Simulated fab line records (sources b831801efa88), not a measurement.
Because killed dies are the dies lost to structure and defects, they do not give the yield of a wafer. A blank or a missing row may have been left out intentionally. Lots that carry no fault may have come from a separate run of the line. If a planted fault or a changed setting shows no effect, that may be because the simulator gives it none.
Matching of chambers | flow gf180mcu | GF_CONTACT_CMP_04 on cmp-01 has 4 sister chambers
The step polishes SiO2. 14 wafers are shown with their chamber, then 7 later ones without.

== WAFERS, EACH WITH ITS CHAMBER ==
wafer  | chamber | motorCurrentA (A) | timeToEndpointS (s)
L395.3 | 3       | 11.8              | 112
L395.4 | 2       | 12.1              | 122
L395.5 | 3       | 11.7              | 118
L399.1 | 3       | 11.7              | 111
L399.2 | 2       | 12.5              | 109
L399.6 | 0       | 13.0              | 114
L401.1 | 3       | 11.5              | 107
L401.2 | 0       | 13.3              | 104
L401.4 | 1       | 10.9              | 99
L404.1 | 2       | 13.0              | 112
L404.3 | 3       | 12.0              | 105
L404.6 | 3       | 11.2              | 111
L407.3 | 0       | 12.4              | 107
L407.4 | 3       | 11.0              | 107

SIGNATURES (means of the wafers above)
reading         | chamber 0 | chamber 1 | chamber 2 | chamber 3 | scatter within a chamber
motorCurrentA   | 12.900    | 10.900    | 12.533    | 11.557    | 0.395
timeToEndpointS | 108.33    | 99.00     | 114.33    | 110.14    | 5.08
Rule: distance of a wafer from a chamber = root of the sum over the readings of ((wafer's reading minus chamber's mean) / reading's scatter) squared. If the next closest chamber is less than 2 further off than the closest, the wafer can't be placed; otherwise it belongs to the closest. The scatter: take each reading less its chamber's mean, square it, sum over the shown wafers, divide by the number of wafers less the number of chambers, and take the root.

== WAFERS WITH NO CHAMBER GIVEN ==
wafer  | motorCurrentA (A) | timeToEndpointS (s)
L407.5 | 11.5              | 108
L408.1 | 11.2              | 105
L408.2 | 11.5              | 111
L408.3 | 12.9              | 113
L413.2 | 11.6              | 104
L413.3 | 11.1              | 117
L413.5 | 12.9              | 125

== CHAMBER TAKEN BY EACH ==
wafer  | from the rows above          | in truth
L407.5 | can't be placed: 3 or 1      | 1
L408.1 | can't be placed: 3 or 1      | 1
L408.2 | 3                            | 3
L408.3 | can't be placed: 0 or 2      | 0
L413.2 | can't be placed: 3 or 1 or 2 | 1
L413.3 | can't be placed: 3 or 1 or 2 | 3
L413.5 | can't be placed: 2 or 0      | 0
Correctly placed: 1 of 7. These rows do not allow placing 6 (true chamber among the candidates in 6). Wrongly placed: 0.
